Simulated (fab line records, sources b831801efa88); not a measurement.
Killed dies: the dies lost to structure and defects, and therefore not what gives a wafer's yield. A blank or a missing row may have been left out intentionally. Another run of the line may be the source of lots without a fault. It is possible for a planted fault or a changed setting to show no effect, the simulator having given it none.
A struck lot beside a sound one / flow gf180mcu / 15 steps out of a route of 602
Sound: the wafers L232.3, L232.5, L232.6. Wafers struck: L238.3, L238.5, L238.6. At the end, the cause is stated.
Order at every step that has rows: each side's tool, ch and its chambers, its first start. Under that, the readings that differ: sound wafers / struck wafers / difference of the means / sigmas: that difference in standard deviations of wafers without a fault.
alike: readings whose means differ by less than 2 such deviations, and words and numbers that are the same on both sides. not compared: withheld readings, readings that some wafer has no value for, bounds like >300 that may hide the same value, and numbers for which the record gives no deviation and whose values overlap.
A row with sigmas, a row that says differs or no value, or rows on one side alone: a step with any of these is where the two part. Non-overlapping numbers with no deviation appear without sigmas and do not part them. Lack of a reading on every wafer of one side parts them only where that side has two or more wafers.

GF_STI_CMP_25: polishes, stops on Si3N4, t overpolish 33 s, target thk 524.6 nm.
  sound on cmp-02 ch 1,2, day 2 08:50; struck on cmp-01 ch 0,1,3, day 3 16:47
reading=time to endpoint s (s); sound=133 137 136; struck=123 119 122; difference=-14; sigmas=-3
  alike: motor current A, overpolish run s
then, 4 steps without rows for these wafers: GF_STI_WET_ETCH_26 (etches SiO2 in dHF, target depth 94 nm, time 188 s); GF_STI_WET_ETCH_27 (etches Si3N4 in H3PO4, target depth 160 nm, time 1825 s); GF_STI_WET_ETCH_28 (etches SiO2 in dHF, target depth 20 nm, time 40 s); GF_STI_OXIDATION_29 (stabilise 600 s, purge 300 s, target thk 10 nm).
GF_STI_THK_MEAS_30:
  sound: film metro-04 at day 2 12:12; struck: film metro-02 at day 3 20:01
reading=STI_OXIDATION_02_THK (nm); sound=10.58 10.43 10.54; struck=10.14 10.01 10.03; difference=-0.46; sigmas=-2
then, 6 steps without rows for these wafers: GF_DNWELL_DEHYDRATE_00 (time 60 s); GF_DNWELL_HMDS_01 (prime time 60 s); GF_DNWELL_COAT_02 (resist thk 3000 nm); GF_DNWELL_SOFTBAKE_03; GF_DNWELL_EXPOSE_04 (exposes mask DNWELL, target cd 1700 nm); GF_DNWELL_PEB_05.
GF_DNWELL_DEVELOP_06: develop time 60 s.
  sound on litho track-03 ch 0, day 3 00:00; struck on litho track-03 ch 0, day 4 08:00
reading=developer temp C (C); sound=22.86 22.76 22.94; struck=23.83 23.84 23.93; difference=+1.01; sigmas=+9
  alike: exhaust pa
after that, 1 step had no rows for these wafers: GF_DNWELL_IMPLANT_07.
GF_PASSIVATION_PROBE_99:
  the record holds rows for the sound wafers here (prober-02, day 29 11:51) but none for the struck ones

WHERE THEY PART
Earliest at GF_STI_CMP_25; latest, in this record, at GF_PASSIVATION_PROBE_99.

WHY: whatever the simulator had introduced
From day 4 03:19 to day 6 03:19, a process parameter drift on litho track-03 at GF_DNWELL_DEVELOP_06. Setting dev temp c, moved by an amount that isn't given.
